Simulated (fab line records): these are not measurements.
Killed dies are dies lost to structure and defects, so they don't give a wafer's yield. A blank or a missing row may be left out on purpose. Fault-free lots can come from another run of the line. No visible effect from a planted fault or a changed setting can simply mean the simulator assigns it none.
Problem report in the 8D (eight disciplines) form, filled by code / flow sky130 / the parts of the form that need people (team, actions taken, sign-off) are left out

## 1. WHAT IS WRONG
Mean of sort_bin_3_pad_short at SKY_PAD_OPEN_PROBE_99: 5.2 % across 3 wafers in 2 lots; on wafers with no fault it is 0.8 % (standard deviation 0.39). Measured from the usual mean, that is +11 standard deviations.
First observed at day 49 02:17: wafer L960.6, on prober-02. The record holds 15 wafers of 5 lots with a number at this step. By rule, "out" or "out of limits" means more than 4 standard deviations away from the usual mean. All remaining wafers that have a number are taken as sound.

## 2. WHAT IT IS; WHAT IT IS NOT
question=which readings at this step | is=sort_bin_3_pad_short, killed_at_M0_to_M3 | is not=killed_at_M4_up, killedAtFrontEnd, killedAtOther, sort_bin_6_memory
question=which lots | is=L960, L961 | is not=L956, L959, L969
question=which wafers of those lots | is=L960.6, L961.2, L961.4 | is not=L960.4, L960.5, L961.6
question=read on which tools | is=prober-01, prober-02 | is not=-
question=when | is=from day 49 02:17 | is not=up to then (8 sound wafers); but 4 sound wafers of L961, L969 came after

## 3. THE SUSPECTS, EACH WITH WHAT RULES IT OUT
Counting: any tool at a process step up to the reading remains a suspect provided it ran every lot that is out. Sound lots after the first of them don't rule it out here, since some wafers of a struck lot are sound.
- rieMetal-02 at SKY_METAL1_METAL_ETCH_19 (etches the open film in Cl2/BCl3, stops on SiO2, target depth 360 nm, time 78 s): kept. Every lot that is out went through it, the first being L960 (day 36 14:31); the last sound lot it ran before that was L959 (day 35 17:14).
- The sound lot-mates ran in chamber 1 of rieMetal-02 at SKY_METAL1_METAL_ETCH_19, but the wafers that are out ran in chamber 0.
The count leaves rieMetal-02 at SKY_METAL1_METAL_ETCH_19.

## 4. THE CAUSE (what the simulator had put in)
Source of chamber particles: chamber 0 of rieMetal-02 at SKY_METAL1_METAL_ETCH_19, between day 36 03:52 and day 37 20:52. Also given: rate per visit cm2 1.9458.
Counting left only this tool.

## 5. THE EFFECT CHAIN, in route order
Each row: a reading whose mean over the struck wafers that have a number lies more than 3 standard deviations from the usual. Readings are gone through only where the record gives a usual standard deviation; hours: the median, over the lots, of the time from a lot's start at the first step in this table giving one to that lot's start at this step; sigmas: the change measured in usual standard deviations.
hours=0; step=SKY_PAD_OPEN_PROBE_99; reading=defectLimitedYield; usual=82.8 %; on struck wafers=71.9; change=-10.9; sigmas=-5.5
hours=0; step=SKY_PAD_OPEN_PROBE_99; reading=killed_at_M0_to_M3; usual=43; on struck wafers=102; change=+59; sigmas=+8.7
hours=0; step=SKY_PAD_OPEN_PROBE_99; reading=killedDies; usual=85; on struck wafers=138; change=+53; sigmas=+5.4
hours=0; step=SKY_PAD_OPEN_PROBE_99; reading=sort_bin_3_pad_short; usual=0.8 %; on struck wafers=5.2; change=+4.4; sigmas=+11
hours=0; step=SKY_PAD_OPEN_PROBE_99; reading=sort_bin_5_function; usual=10.2 %; on struck wafers=16.7; change=+6.5; sigmas=+4.4
hours=0; step=SKY_PAD_OPEN_PROBE_99; reading=sortNPass; usual=407; on struck wafers=354; change=-53; sigmas=-5.4
hours=0; step=SKY_PAD_OPEN_PROBE_99; reading=sortYieldPct; usual=82.8 %; on struck wafers=71.9; change=-10.9; sigmas=-5.5
It contains these process steps:
- SKY_PAD_OPEN_PROBE_99

## 6. HOW IT WOULD HAVE BEEN CAUGHT EARLIER
310 hours passed between the start of the fault at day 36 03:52 and the first reading out of limits in this record, taken at day 49 02:17.
No tool reading at SKY_METAL1_METAL_ETCH_19 that has a usual standard deviation in the record was out on any struck wafer, so an alarm limit of 4 standard deviations on those readings would not have fired.
By day 49 02:17, every lot that is out (2) had started SKY_METAL1_METAL_ETCH_19 on rieMetal-02. Had the tool been put on hold then, not one of them would have been saved.
